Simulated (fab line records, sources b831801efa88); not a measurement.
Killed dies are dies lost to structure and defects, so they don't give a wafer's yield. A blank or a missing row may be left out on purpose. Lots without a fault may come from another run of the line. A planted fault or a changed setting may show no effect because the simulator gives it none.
Problem report in the 8D (eight disciplines) form, filled by code | flow sky130 | the parts of the form that need people (team, actions taken, sign-off) are left out

1. THE PROBLEM
strip_time_to_endpoint_s at SKY_FIELD_ISO_STRIP_16 reads a mean of 3.698 s on 1 wafer of 1 lot; wafers without a fault read 3.524 s with a standard deviation of 0.026. That is +6.7 standard deviations from the usual mean.
The step: strips in O2/N2.
First seen on wafer L473.2, day 4 18:16, on plasma_asher-02. The record holds 36 wafers of 12 lots with a number at this step. Rule for "out", or "out of limits": more than 4 standard deviations from the usual mean. The other wafers with a number count as sound.

2. WHAT IT IS AND WHAT IT IS NOT
question                    | is                       | is not
which readings at this step | strip_time_to_endpoint_s | drypump_motor_current_A, o2_flow_sccm
which lots                  | L473                     | L461, L462, L463, L464, L466, L468, L469, L480, L481, L482, L483
which wafers of those lots  | L473.2                   | L473.1, L473.6
read on which tools         | plasma_asher-02          | plasma_asher-01, plasma_asher-03
when                        | from day 4 18:16         | up to then (23 sound wafers); but 12 sound wafers of L480, L481, L482, L483 came after

3. SUSPECTS, AND WHAT RULES EACH OUT
Counting: a tool at a process step up to the reading stays a suspect if it ran every lot that is out. Sound lots after the first of them don't rule it out here, since some wafers of a struck lot are sound.
- rie_diel-01 at SKY_FIELD_ISO_ETCH_15 (etches the open film in CHF3/O2, stops on Si, target depth 180 nm, time 72 s): kept. It ran the lot that is out, L473 (day 4 18:13); its last sound lot up to then is L469 (day 3 22:10).
- plasma_asher-02 at SKY_FIELD_ISO_STRIP_16 (strips in O2/N2): kept. It ran the lot that is out, L473 (day 4 18:16); its last sound lot up to then is L464 (day 2 22:14). Its own readings are out on those wafers: strip_time_to_endpoint_s.
- Within rie_diel-01 at SKY_FIELD_ISO_ETCH_15: the wafers that are out ran in chamber 0; their sound lot-mates ran in chambers 1, 2.
- Within plasma_asher-02 at SKY_FIELD_ISO_STRIP_16: the wafers that are out ran in chamber 1; their sound lot-mates ran in chamber 0.
Left after counting: rie_diel-01 at SKY_FIELD_ISO_ETCH_15, plasma_asher-02 at SKY_FIELD_ISO_STRIP_16.

4. THE CAUSE (what the simulator had put in)
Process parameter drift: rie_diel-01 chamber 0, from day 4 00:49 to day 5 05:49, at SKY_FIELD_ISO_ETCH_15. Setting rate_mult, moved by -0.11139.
Counting left 2 suspects, and this tool is among them.

5. THE CHAIN OF EFFECTS, in route order
Each row: a reading whose mean over the struck wafers that have a number lies more than 3 standard deviations from the usual. Only readings for which the record gives a usual standard deviation are gone through. hours: the time from each lot's start at the first step in this table that gives one to its start at this step, as a median over the lots. sigmas: the change in usual standard deviations.
hours | step                   | reading                  | usual   | on struck wafers | change | sigmas
0     | SKY_FIELD_ISO_STRIP_16 | strip_time_to_endpoint_s | 3.524 s | 3.698            | +0.174 | +6.7
The process steps in it:
- SKY_FIELD_ISO_STRIP_16: strips in O2/N2.
Later measuring or inspecting steps at which every struck wafer that the step has a row for has a number for every such reading, and none has moved that far: SKY_METAL1_THK_MEAS_06, SKY_METAL1_CD_MEAS_15.

6. WHAT WOULD HAVE CAUGHT IT SOONER
In this record the first reading out of limits was taken at day 4 18:16, 17 hours after the fault began at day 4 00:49.
Of the tool readings at SKY_FIELD_ISO_ETCH_15 for which the record gives a usual standard deviation, none was out on any struck wafer, so an alarm limit of 4 standard deviations on them would not have fired.
All the lots that are out (1) had begun SKY_FIELD_ISO_ETCH_15 on rie_diel-01 by day 4 18:16. A hold on the tool at that time would have spared none of them.
